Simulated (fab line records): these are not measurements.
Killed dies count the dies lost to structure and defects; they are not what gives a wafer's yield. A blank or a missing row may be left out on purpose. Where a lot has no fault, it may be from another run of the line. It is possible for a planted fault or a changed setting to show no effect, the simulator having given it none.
fab line records    flow sfq-line
[record] lots = 13  wafers = 39  last-day = 92
route steps=325 shown M2@90 M3@129 JJ@191 M5@198
lots that met no fault: from a run of the same line without faults
start-h: hours from the record's opening day to when the first of the lot's shown wafers began    wait-h: hours since the lot's step before    " as in the row above    L1.1+2: a single row standing in for several wafers    - no value present, or no start provided    * or withheld: withheld    < > ~ a bound
route shown NAME@n: names a module that has steps shown in the file, with the first one's number in the route    usual: average and standard deviation across the fault-free wafers    same: alike in all rows    chamber/n: place in a boat    sites: the reading at each site    _std_site: standard deviation of those values    _edge_site: the outer-site mean with the inner-site mean subtracted    radius-mm: for every site, how far away it sits from the centre of the wafer    mask NAME#n: copy n    behind: the last tool/chamber to shape the wafer    hold: why the lot was held/for how many hours/how that ended    device: which transistor (n, p or np) failed to switch    end of line: at the end of the route, the tests of the same wafers    a step given without rows: its recipe and nothing more    killed: dies that structure and defects cost at the first sort, which is not the same as the wafer's yield    map: shows each die of a wafer: x if killed, . if not, _ if none is there
set.NAME: the setting that was run; set.NAME@STEP: the one run at that earlier step    model.NAME: the simulator's own value behind a step, which no gauge read
the route's steps for a sample of lots (tables are steps, rows are wafers)
services: when a tool's chamber went out of use (start-h, in hours from the record's first day, below 0 if earlier), for how many hours, and the reason
[[steps]]
[step SFQ_M2_RS_MEAS_914]
[recipe] thk-meas-gauge = four-point-probe  reads = Nb_of_TRILAYER_M2_DEP_SPUTTER_055
[usual] M2_NB_RS = 0.894/0.0096
lot.wafer  tool           chamber  start-h  wait-h  M2_NB_RS[ohm/sq]
L371.1     film-metro-04  -        355.41   0.0     0.905
L371.3     "              -        "        "       0.907
L371.5     "              -        "        "       0.903
L372.3     film-metro-02  -        383.49   0.1     0.898
L372.4     "              -        "        "       0.911
L372.6     "              -        "        "       0.901
L377.4     film-metro-01  -        509.85   0.1     0.896
L377.5     "              -        "        "       0.887
L377.6     "              -        "        "       0.906
L379.3     film-metro-01  -        537.43   0.1     0.904
L379.5     "              -        "        "       0.899
L379.6     "              -        "        "       0.900
L380.1     film-metro-01  -        550.61   0.0     0.886
L380.2     "              -        "        "       0.879
L380.3     "              -        "        "       0.894
L382.2     film-metro-04  -        557.77   0.1     0.910
L382.3     "              -        "        "       0.900
L382.5     "              -        "        "       0.900
L385.2     film-metro-01  -        595.69   0.1     0.887
L385.5     "              -        "        "       0.892
L385.6     "              -        "        "       0.904
L386.2     film-metro-04  -        600.51   0.1     0.890
L386.3     "              -        "        "       0.880
L386.4     "              -        "        "       0.874
L389.3     film-metro-04  -        610.73   0.1     0.894
L389.4     "              -        "        "       0.903
L389.6     "              -        "        "       0.895
L391.2     film-metro-01  -        620.02   0.1     0.910
L391.3     "              -        "        "       0.912
L391.5     "              -        "        "       0.906
L392.2     film-metro-04  -        624.65   0.1     0.903
L392.4     "              -        "        "       0.891
L392.6     "              -        "        "       0.897
L393.1     film-metro-02  -        634.21   0.0     0.902
L393.2     "              -        "        "       0.888
L393.6     "              -        "        "       0.904
L394.1     film-metro-04  -        640.34   0.0     0.898
L394.2     "              -        "        "       0.874
L394.6     "              -        "        "       0.896
[step SFQ_TRILAYER_M3_BARC_OPEN_METAL_ETCH_100]
[recipe] mask-material = PR  chemistry = O2  target-depth-nm = 125  target = BARC  icp-w = 600  bias-w = 80  pressure-mtorr = 10  time-s = 41.7
[usual] drypump-motor-current-A = 5.4/0.39  oes-product-au = 0.686/0.0045
lot.wafer  tool          chamber  start-h  wait-h  drypump-motor-current-A  oes-product-au  rf-hours-counter-h
L371.1     rie-metal-02  1        669.23   0.0     4.7                      0.693           53
L371.3     "             1        "        "       4.7                      0.689           -
L371.5     "             0        "        "       5.7                      0.694           -
L372.3     rie-metal-01  1        705.25   0.0     5.4                      0.687           -
L372.4     "             0        "        "       5.9                      0.692           -
L372.6     "             0        "        "       5.8                      0.691           -
L377.4     rie-metal-01  1        810.84   0.0     5.4                      0.680           -
L377.5     "             0        "        "       5.9                      0.683           -
L377.6     "             1        "        "       5.4                      0.687           -
L379.3     rie-metal-02  1        848.82   0.0     4.7                      0.689           -
L379.5     "             0        "        "       5.7                      0.685           -
L379.6     "             1        "        "       4.7                      0.683           -
L380.1     rie-metal-01  0        861.63   0.0     5.8                      0.683           0
L380.2     "             1        "        "       5.4                      0.678           22
L380.3     "             0        "        "       5.8                      0.680           -
L382.2     rie-metal-01  1        868.59   0.0     5.4                      0.684           23
L382.3     "             0        "        "       5.9                      0.697           -
L382.5     "             1        "        "       5.4                      0.688           -
L385.2     rie-metal-02  0        908.65   0.0     5.6                      0.685           81
L385.5     "             0        "        "       5.7                      0.692           -
L385.6     "             1        "        "       4.7                      0.684           -
L386.2     rie-metal-02  0        917.17   0.0     5.7                      0.681           83
L386.3     "             1        "        "       4.7                      0.691           -
L386.4     "             0        "        "       5.7                      0.688           -
L389.3     rie-metal-01  0        926.34   0.0     5.8                      0.691           -
L389.4     "             1        "        "       5.4                      0.692           -
L389.6     "             0        "        "       5.8                      0.687           -
L391.2     rie-metal-03  1        936.82   0.0     5.5                      0.680           72
L391.3     "             0        "        "       5.2                      0.692           -
L391.5     "             0        "        "       5.3                      0.678           -
L392.2     rie-metal-02  0        944.27   0.0     5.7                      0.683           87
L392.4     "             0        "        "       5.7                      0.689           -
L392.6     "             0        "        "       5.7                      0.685           -
L393.1     rie-metal-01  0        959.15   0.0     5.8                      0.685           14
L393.2     "             1        "        "       5.4                      0.684           36
L393.6     "             0        "        "       5.8                      0.686           -
L394.1     rie-metal-03  0        1003.30  0.0     5.3                      0.674           86
L394.2     "             1        "        "       5.5                      0.689           79
L394.6     "             0        "        "       5.3                      0.685           -
[step SFQ_JJ_OVL_MEAS_931]
[usual] J5_OVL = -2/5.7
lot.wafer  tool        chamber  start-h  wait-h  J5_OVL[nm]
L371.1     overlay-02  -        1272.78  0.1     -2
L371.3     "           -        "        "       -2
L371.5     "           -        "        "       -9
L372.3     overlay-01  -        1290.79  0.1     -7
L372.4     "           -        "        "       -6
L372.6     "           -        "        "       -4
L377.4     overlay-02  -        1346.95  0.1     -1
L377.5     "           -        "        "       -7
L377.6     "           -        "        "       -3
L379.3     overlay-02  -        1355.35  0.1     -5
L379.5     "           -        "        "       -5
L379.6     "           -        "        "       -6
L380.1     overlay-02  -        1357.74  0.1     -3
L380.2     "           -        "        "       -5
L380.3     "           -        "        "       -8
L382.2     overlay-02  -        1363.74  0.1     -4
L382.3     "           -        "        "       -3
L382.5     "           -        "        "       -8
L385.2     overlay-02  -        1403.34  0.1     1
L385.5     "           -        "        "       -4
L385.6     "           -        "        "       1
L386.2     overlay-02  -        1406.94  0.1     3
L386.3     "           -        "        "       -5
L386.4     "           -        "        "       -2
L389.3     overlay-01  -        1416.55  0.1     11
L389.4     "           -        "        "       2
L389.6     "           -        "        "       9
L391.2     overlay-01  -        1421.34  0.1     -3
L391.3     "           -        "        "       0
L391.5     "           -        "        "       5
L392.2     overlay-01  -        1428.72  0.1     0
L392.4     "           -        "        "       -6
L392.6     "           -        "        "       -3
L393.1     overlay-01  -        1434.71  0.1     -11
L393.2     "           -        "        "       5
L393.6     "           -        "        "       -1
L394.1     overlay-01  -        1449.11  0.1     -3
L394.2     "           -        "        "       -8
L394.6     "           -        "        "       -4
[step SFQ_TRILAYER_M5_LITHO_COAT_128]
[recipe] resist = BARC  spin-rpm = 3000  resist-thk-nm = 62
[usual] dispense-pressure-kPa = 54/3.2  spin-speed-rpm = 3000.0/2.1
lot.wafer  tool            chamber  start-h  wait-h  dispense-pressure-kPa  spin-speed-rpm
L371.1     litho-track-03  0        1275.53  0.0     56                     3001.1
L371.3     "               0        "        "       56                     2999.5
L371.5     "               0        "        "       56                     3003.0
L372.3     litho-track-03  0        1293.59  0.1     56                     2998.4
L372.4     "               0        "        "       56                     2999.1
L372.6     "               0        "        "       56                     2997.9
L377.4     litho-track-04  0        1349.80  0.1     54                     2664.1
L377.5     "               0        "        "       54                     2666.1
L377.6     "               0        "        "       54                     2666.5
L379.3     litho-track-04  0        1358.15  0.1     55                     2667.0
L379.5     "               0        "        "       54                     2669.1
L379.6     "               0        "        "       54                     2669.3
L380.1     litho-track-04  0        1360.45  0.0     55                     2667.0
L380.2     "               0        "        "       54                     2667.2
L380.3     "               0        "        "       54                     2665.1
L382.2     litho-track-01  0        1367.19  0.1     46                     2997.7
L382.3     "               0        "        "       46                     2996.0
L382.5     "               0        "        "       46                     2999.2
L385.2     litho-track-03  0        1406.10  0.1     56                     3004.0
L385.5     "               0        "        "       56                     3002.5
L385.6     "               0        "        "       56                     3003.3
L386.2     litho-track-03  0        1409.70  0.1     56                     3000.4
L386.3     "               0        "        "       56                     2998.9
L386.4     "               0        "        "       56                     2995.5
L389.3     litho-track-01  0        1419.35  0.1     46                     2999.8
L389.4     "               0        "        "       46                     3001.1
L389.6     "               0        "        "       46                     3001.6
L391.2     litho-track-04  0        1424.11  0.1     54                     3001.1
L391.3     "               0        "        "       54                     2999.2
L391.5     "               0        "        "       54                     3000.8
L392.2     litho-track-04  0        1431.47  0.1     54                     3001.5
L392.4     "               0        "        "       54                     2999.3
L392.6     "               0        "        "       54                     2998.4
L393.1     litho-track-04  0        1437.47  0.0     55                     3001.6
L393.2     "               0        "        "       54                     3000.7
L393.6     "               0        "        "       54                     2998.5
L394.1     litho-track-03  0        1451.82  0.0     56                     2998.9
L394.2     "               0        "        "       56                     3000.9
L394.6     "               0        "        "       56                     3003.2
[step SFQ_TRILAYER_M5_BARC_OPEN_METAL_ETCH_161]
[recipe] mask-material = PR  chemistry = O2  target-depth-nm = 125  target = BARC  icp-w = 600  bias-w = 80  pressure-mtorr = 10  time-s = 41.7
[usual] drypump-motor-current-A = 5.2/0.34  oes-product-au = 0.685/0.0042
lot.wafer  tool          chamber  start-h  wait-h  drypump-motor-current-A  oes-product-au  rf-hours-counter-h
L371.1     rie-metal-04  0        1322.35  0.0     5.1                      0.689           35
L371.3     "             0        "        "       5.1                      0.686           -
L371.5     "             0        "        "       5.1                      0.682           -
L372.3     rie-metal-03  1        1323.57  0.0     5.5                      0.690           -
L372.4     "             0        "        "       5.3                      0.689           -
L372.6     "             1        "        "       5.5                      0.688           -
L377.4     rie-metal-02  0        1351.95  0.0     5.6                      0.708           -
L377.5     "             0        "        "       5.7                      0.698           -
L377.6     "             1        "        "       4.8                      0.700           -
L379.3     rie-metal-02  0        1361.59  0.2     5.7                      0.706           -
L379.5     "             0        "        "       5.6                      0.699           -
L379.6     "             1        "        "       4.7                      0.697           -
L380.1     rie-metal-02  1        1363.82  0.0     4.7                      0.703           11
L380.2     "             0        "        "       5.7                      0.701           7
L380.3     "             1        "        "       4.7                      0.704           -
L382.2     rie-metal-04  1        1369.43  0.0     5.3                      0.687           6
L382.3     "             0        "        "       5.0                      0.686           -
L382.5     "             0        "        "       5.1                      0.684           -
L385.2     rie-metal-03  1        1409.40  0.0     5.5                      0.690           136
L385.5     "             1        "        "       5.5                      0.693           -
L385.6     "             0        "        "       5.3                      0.685           -
L386.2     rie-metal-03  0        1411.93  0.0     5.3                      0.694           26
L386.3     "             1        "        "       5.5                      0.687           -
L386.4     "             0        "        "       5.3                      0.688           -
L389.3     rie-metal-04  0        1421.55  0.0     5.1                      0.684           -
L389.4     "             1        "        "       5.3                      0.684           -
L389.6     "             0        "        "       5.0                      0.683           -
L391.2     rie-metal-02  1        1427.55  0.0     4.7                      0.685           20
L391.3     "             0        "        "       5.7                      0.691           -
L391.5     "             1        "        "       4.7                      0.687           -
L392.2     rie-metal-02  1        1433.83  0.0     4.7                      0.687           20
L392.4     "             1        "        "       4.7                      0.689           -
L392.6     "             1        "        "       4.7                      0.696           -
L393.1     rie-metal-03  0        1440.52  0.0     5.3                      0.688           30
L393.2     "             1        "        "       5.5                      0.687           141
L393.6     "             1        "        "       5.5                      0.684           -
L394.1     rie-metal-03  1        1456.36  0.0     5.5                      0.689           144
L394.2     "             0        "        "       5.3                      0.683           33
L394.6     "             1        "        "       5.5                      0.681           -
[[services]]
tool          chamber  start-h  hours  kind
rie-metal-01  -        650.00   2.8    pm
rie-metal-03  -        672.02   1.2    repair
rie-metal-03  -        709.81   5.5    repair
rie-metal-03  -        734.99   0.1    repair
rie-metal-04  1        735.32   6.8    repair
rie-metal-03  -        838.47   2.6    repair
rie-metal-03  -        845.22   1.0    repair
rie-metal-03  -        869.41   1.4    pm
rie-metal-02  -        917.96   2.8    pm
rie-metal-02  -        956.39   0.5    repair
rie-metal-03  -        975.87   0.6    repair
rie-metal-02  -        1034.25  0.5    repair
rie-metal-03  -        1061.18  10.0   pm
rie-metal-01  -        1070.39  0.4    repair
rie-metal-02  -        1111.40  1.2    repair
rie-metal-03  1        1113.11  1.7    repair
rie-metal-01  -        1118.34  0.5    repair
rie-metal-01  0        1132.91  2.0    repair
rie-metal-01  -        1148.06  41.5   repair
rie-metal-01  0        1172.35  9.7    repair
rie-metal-02  -        1192.97  0.1    repair
rie-metal-01  -        1254.43  0.3    repair
rie-metal-01  0        1292.59  3.8    repair
rie-metal-01  1        1363.26  3.7    repair
[[key]]
[first-sign] step = SFQ_TRILAYER_M5_LITHO_COAT_128  reading = spin-speed-rpm  direction = down  sigmas = 99+  usual = 3000.0  struck = 2666.8
[effect] step = SFQ_TRILAYER_M5_BARC_OPEN_METAL_ETCH_161  reading = oes-product-au  direction = up  sigmas = 3.9  usual = 0.685  struck = 0.702
met-at SFQ_TRILAYER_M5_LITHO_COAT_128
struck-lots L377,L379,L380
not-acting-at SFQ_M2_RS_MEAS_914,SFQ_TRILAYER_M3_BARC_OPEN_METAL_ETCH_100,SFQ_JJ_OVL_MEAS_931
[fault] kind = process-parameter-drift  tool = litho-track-04  chamber = -  onset-h = 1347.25  steps = SFQ_TRILAYER_M5_LITHO_COAT_128  channel = spin-rpm  offset = -333.06  shape = step  end-h = 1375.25  acts-in = these-recipes-only  stated = 3000
